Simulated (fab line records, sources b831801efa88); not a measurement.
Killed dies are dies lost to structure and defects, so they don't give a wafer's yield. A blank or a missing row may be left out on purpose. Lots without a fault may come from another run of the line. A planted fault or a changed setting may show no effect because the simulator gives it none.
Problem report in the 8D (eight disciplines) form, filled by code | flow sky130 | the parts of the form that need people (team, actions taken, sign-off) are left out

1. THE PROBLEM
NWELL_RS at SKY_NWELL_RS_MEAS_29 reads a mean of 638.6 ohm/sq on 6 wafers of 2 lots; wafers without a fault read 625.2 ohm/sq with a standard deviation of 1.4. That is +9.6 standard deviations from the usual mean.
The step: measures by four-point-probe.
First seen on wafer L954.2, day 8 06:58, on film_metro-02. The record holds 36 wafers of 12 lots with a number at this step. Rule for "out", or "out of limits": more than 4 standard deviations from the usual mean. The other wafers with a number count as sound.

2. WHAT IT IS AND WHAT IT IS NOT
question                    | is                     | is not
which readings at this step | NWELL_RS               | -
which lots                  | L954, L955             | L942, L943, L944, L946, L956, L957, L962, L963, L964, L965
which wafers of those lots  | all that have a number | -
read on which gauges        | film_metro-02          | film_metro-01, film_metro-03
when                        | from day 8 06:58       | up to then (12 sound wafers); but 18 sound wafers of L956, L957, L962, L963, L964, L965 came after

3. SUSPECTS, AND WHAT RULES EACH OUT
Counting: a tool at a process step up to the reading stays a suspect if it ran every lot that is out and no sound lot after the first of them.
- the gauge at SKY_NWELL_RS_MEAS_29: ruled out. All the wafers that are out were read on film_metro-02, but those of them that SKY_NWELL_IMPLANT_11 has rows for are out there too, on other tools.
- implanter-02 at SKY_NWELL_IMPLANT_11: ruled out as a lasting fault. Sound lots L965 ran on it after its first lot that is out, L954 (day 7 10:45).
Left after counting: nothing in the record.

4. THE CAUSE (what the simulator had put in)
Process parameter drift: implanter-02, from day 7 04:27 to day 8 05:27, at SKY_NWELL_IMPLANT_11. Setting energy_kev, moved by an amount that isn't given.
Counting ruled it out, wrongly: the rule takes a fault to strike every lot that its tool runs from its start on, and this one did not.

5. THE CHAIN OF EFFECTS, in route order
Each row: a reading whose mean over the struck wafers that have a number lies more than 3 standard deviations from the usual. Only readings for which the record gives a usual standard deviation are gone through. hours: the time from each lot's start at the first step in this table that gives one to its start at this step, as a median over the lots. sigmas: the change in usual standard deviations.
hours | step                 | reading         | usual        | on struck wafers | change | sigmas
0     | SKY_NWELL_IMPLANT_11 | beam_energy_keV | 399.99       | 364.13           | -35.86 | -99 or more
20    | SKY_NWELL_RS_MEAS_29 | NWELL_RS        | 625.2 ohm/sq | 638.6            | +13.4  | +9.6
The process steps in it:
- SKY_NWELL_IMPLANT_11

6. WHAT WOULD HAVE CAUGHT IT SOONER
In this record the first reading out of limits at a measuring or inspecting step was taken at day 8 06:58, 27 hours after the fault began at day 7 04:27.
The tool's own readings at SKY_NWELL_IMPLANT_11 were out on every struck wafer that the step has a row for (beam_energy_keV): an alarm limit on them would have fired on the first of those.
